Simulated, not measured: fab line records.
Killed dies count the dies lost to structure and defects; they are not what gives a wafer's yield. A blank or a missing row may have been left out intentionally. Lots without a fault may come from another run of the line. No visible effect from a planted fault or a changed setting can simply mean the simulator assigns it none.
Code-filled problem report in 8D (eight disciplines) form -- flow sky130 -- the parts of the form that need people (team, actions taken, sign-off) are left out

== 1. WHAT WENT WRONG ==
dose_ions_cm2 at SKY_LDD_N_IMPLANT_14 reads a mean of 4e+12 on 6 wafers of 2 lots; wafers without a fault read 5e+12 with a standard deviation of 6.1e+09. So: -99 or more standard deviations from the usual mean.
Seen first at day 22 16:49 on implanter-01, wafer L591.2. The record holds 42 wafers of 14 lots with a number at this step. By rule, "out" or "out of limits" means more than 4 standard deviations away from the usual mean. The rest of the wafers with a number are treated as sound.

== 2. WHAT IT IS, AND WHAT IT ISN'T ==
question,is,is not
which readings at this step,"dose_ions_cm2, faraday_current_uA",tilt_deg
which lots,"L591, L592","L578, L580, L581, L582, L583, L585, L587, L588, L589, L590, L599, L600"
which wafers of those lots,all that have a number,-
read on which tools,implanter-01,"implanter-03, implanter-04"
when,from day 22 16:49,"up to then (30 sound wafers); but 6 sound wafers of L599, L600 came after"

== 3. SUSPECTS, AND WHAT RULES EACH OUT ==
Counting: a tool stays on the suspect list if, at a process step up to the reading, it processed all lots that are out and no sound lot following the first of them.
- implanter-01 at SKY_LDD_N_IMPLANT_14: kept. It ran every lot that is out, first L591 (day 22 16:49), and no sound lot after that; its last sound lot up to then is L588 (day 21 13:38). On those wafers its own readings are out: dose_ions_cm2, faraday_current_uA.
The count leaves implanter-01 at SKY_LDD_N_IMPLANT_14.

== 4. THE CAUSE (what the simulator had put in) ==
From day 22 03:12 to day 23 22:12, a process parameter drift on implanter-01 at SKY_LDD_N_IMPLANT_14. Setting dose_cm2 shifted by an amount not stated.
Counting left only this tool.

== 5. THE EFFECT CHAIN, in route order ==
One row per reading whose mean, taken over the struck wafers that have a number, lies over 3 standard deviations from the usual. Only readings whose record carries a usual standard deviation are examined. hours: median over the lots of the time between each lot's start at the first step of this table that gives one and its start at this step. sigmas: the change, counted in usual standard deviations.
hours,step,reading,usual,on struck wafers,change,sigmas
0,SKY_LDD_N_IMPLANT_14,dose_ions_cm2,5e+12,4e+12,-1e+12,-99 or more
0,SKY_LDD_N_IMPLANT_14,faraday_current_uA,28.2,20.9,-7.3,-13
Process steps it contains:
- SKY_LDD_N_IMPLANT_14
Later measuring or inspecting steps at which every struck wafer that the step has a row for has a number for every such reading, and none has moved that far: SKY_LDD_P_OVL_MEAS_08.

== 6. WHAT WOULD HAVE CAUGHT IT SOONER ==
14 hours passed between the start of the fault at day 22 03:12 and the first reading out of limits in this record, taken at day 22 16:49.
